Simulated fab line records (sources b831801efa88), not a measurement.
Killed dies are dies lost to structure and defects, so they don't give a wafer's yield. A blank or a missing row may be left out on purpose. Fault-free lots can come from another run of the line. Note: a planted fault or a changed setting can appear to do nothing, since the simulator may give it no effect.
One fault through the eyes of 2 desks / flow gf180mcu / each desk has only its own numbers; what lay behind them comes last

## FROM THE METROLOGY DESK
What the gauges read, lot by lot, whatever tool the lot ran on: means of the sampled wafers that have a number. If a lot's mean is further than 4 standard deviations from the usual mean, the lot is out of limits and carries the mark OUT (the distance appears in the brackets).
Columns: A = cd-nm at GF_M5_CD_MEAS_07, usual 280.0 nm; B = V5_W_RS at GF_V5_RS_MEAS_24, usual 0.326 ohm/sq; C = TOP_METAL_ALCU_RS at GF_TOP_METAL_RS_MEAS_05, usual 0.0328 ohm/sq; D = TOP_METAL_ALCU_THK at GF_TOP_METAL_THK_MEAS_06, usual 902 nm
lot=L447; first seen here=day 26 02:44; A=280.4; B=0.327; C=0.0331; D=893
lot=L448; first seen here=day 26 14:31; A=278.7; B=0.322; C=0.0325; D=910
lot=L450; first seen here=day 27 02:59; A=278.1; B=0.327; C=0.0328; D=899
lot=L453; first seen here=day 28 07:35; A=279.8; B=0.324; C=0.0327; D=904
lot=L457; first seen here=day 29 12:18; A=280.0; B=0.321; C=0.0332; D=887
lot=L462; first seen here=day 30 21:38; A=280.4; B=0.325; C=0.0316; D=940
lot=L463; first seen here=day 31 03:44; A=280.8; B=0.322; C=0.0309 (-5.5) OUT; D=958 (+5.6) OUT
lot=L464; first seen here=day 31 10:44; A=280.0; B=0.324; C=0.0313 (-4.5) OUT; D=951 (+4.9) OUT
lot=L467; first seen here=day 32 03:35; A=279.6; B=0.326; C=0.0323; D=915
lot=L469; first seen here=day 32 16:41; A=280.7; B=0.331; C=0.0325; D=912
lot=L470; first seen here=day 32 22:29; A=280.1; B=0.323; C=0.0328; D=912
This desk's finding: out of limits on L463, L464; first on L463, day 32 00:38 (TOP_METAL_ALCU_RS at GF_TOP_METAL_RS_MEAS_05). L447, L448, L450, L453, L457, L462, L467, L469, L470 stayed within limits.

## TOOL OWNER'S DESK, pvd-sputter-04
The tool's own readings at GF_TOP_METAL_SPUTTER_02 (material AlCu, target thk 900 nm, time 47.82 s): means of the sampled wafers that have a number, for each lot that ran on this tool. If a lot's mean is further than 4 standard deviations from the usual mean, the lot is out of limits and carries the mark OUT (the distance appears in the brackets).
Columns: A = throttle-valve-pct at GF_TOP_METAL_SPUTTER_02, usual 29.7 %
lot=L447; first seen here=day 27 02:20; A=28.8
lot=L448; first seen here=day 27 14:01; A=29.8
lot=L450; first seen here=day 28 01:57; A=29.3
lot=L453; first seen here=day 29 06:24; A=28.5
lot=L457; first seen here=day 30 10:08; A=29.3
lot=L462; first seen here=day 31 18:05; A=29.5
lot=L463; first seen here=day 32 00:28; A=29.3
lot=L464; first seen here=day 32 06:56; A=29.3
Result from this desk: across the 8 lots, nothing is out of limits.

## ALL TOGETHER
At day 32 00:38 the metrology desk could have sounded an alarm, on L463, L464.
Nothing out of limits was seen by the tool owner's desk.
The tool owner's desk has L463, L464 on record, within its limits.
GF_TOP_METAL_SPUTTER_02 was run on pvd-sputter-04 by each of the lots named.

## WHAT THE SIMULATOR HAD INSERTED
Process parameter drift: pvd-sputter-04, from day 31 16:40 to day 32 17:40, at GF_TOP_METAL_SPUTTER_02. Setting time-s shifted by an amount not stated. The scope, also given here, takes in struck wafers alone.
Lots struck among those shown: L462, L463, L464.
Hours from the fault's start to each desk's first reading out of limits: the metrology desk, 8.
